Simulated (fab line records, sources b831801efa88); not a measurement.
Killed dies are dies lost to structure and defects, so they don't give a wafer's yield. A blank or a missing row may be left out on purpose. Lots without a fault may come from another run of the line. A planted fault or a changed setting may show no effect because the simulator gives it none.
Problem report in the 8D (eight disciplines) form, filled by code | flow sfq_line | the parts of the form that need people (team, actions taken, sign-off) are left out

1. THE PROBLEM
oes_product_au at SFQ_TRILAYER_R5_ETCH_METAL_ETCH_139 reads a mean of 0.848 a.u. on 3 wafers of 2 lots; wafers without a fault read 0.989 a.u. with a standard deviation of 0.0052. That is -27 standard deviations from the usual mean.
The step: etches the open film in Cl2, stops on SiO2, target depth 60 nm, time 40 s.
First seen on wafer L466.3, day 66 15:17, on rie_metal-02. The record holds 42 wafers of 14 lots with a number at this step. Rule for "out", or "out of limits": more than 4 standard deviations from the usual mean. The other wafers with a number count as sound.

2. WHAT IT IS AND WHAT IT IS NOT
question                    | is                     | is not
which readings at this step | oes_product_au         | drypump_motor_current_A
which lots                  | L466, L468             | L456, L457, L458, L460, L461, L465, L473, L474, L475, L476, L477, L478
which wafers of those lots  | L466.3, L468.3, L468.4 | L466.2, L466.5, L468.2
read on which tools         | rie_metal-02           | rie_metal-03, rie_metal-04
when                        | from day 66 15:17      | up to then (20 sound wafers); but 19 sound wafers of L468, L473, L474, L475, L476, L477, L478 came after

3. SUSPECTS, AND WHAT RULES EACH OUT
Counting: a tool at a process step up to the reading stays a suspect if it ran every lot that is out. Sound lots after the first of them don't rule it out here, since some wafers of a struck lot are sound.
- rie_metal-02 at SFQ_TRILAYER_R5_ETCH_METAL_ETCH_139 (etches the open film in Cl2, stops on SiO2, target depth 60 nm, time 40 s): kept. It ran every lot that is out, first L466 (day 66 15:17); its last sound lot up to then is L456 (day 62 13:55). Its own readings are out on those wafers: oes_product_au.
Left after counting: rie_metal-02 at SFQ_TRILAYER_R5_ETCH_METAL_ETCH_139.

4. THE CAUSE (what the simulator had put in)
Process parameter drift: rie_metal-02, from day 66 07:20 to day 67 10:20, at SFQ_TRILAYER_R5_ETCH_METAL_ETCH_139. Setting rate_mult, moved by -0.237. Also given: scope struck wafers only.
Counting left only this tool.

5. THE CHAIN OF EFFECTS, in route order
Each row: a reading whose mean over the struck wafers that have a number lies more than 3 standard deviations from the usual. Only readings for which the record gives a usual standard deviation are gone through. hours: the time from each lot's start at the first step in this table that gives one to its start at this step, as a median over the lots. sigmas: the change in usual standard deviations.
hours | step                                | reading        | usual      | on struck wafers | change | sigmas
0     | SFQ_TRILAYER_R5_ETCH_METAL_ETCH_139 | oes_product_au | 0.989 a.u. | 0.848            | -0.141 | -27
The process steps in it:
- SFQ_TRILAYER_R5_ETCH_METAL_ETCH_139: etches the open film in Cl2, stops on SiO2, target depth 60 nm, time 40 s.

6. WHAT WOULD HAVE CAUGHT IT SOONER
In this record the first reading out of limits was taken at day 66 15:17, 8 hours after the fault began at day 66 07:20.
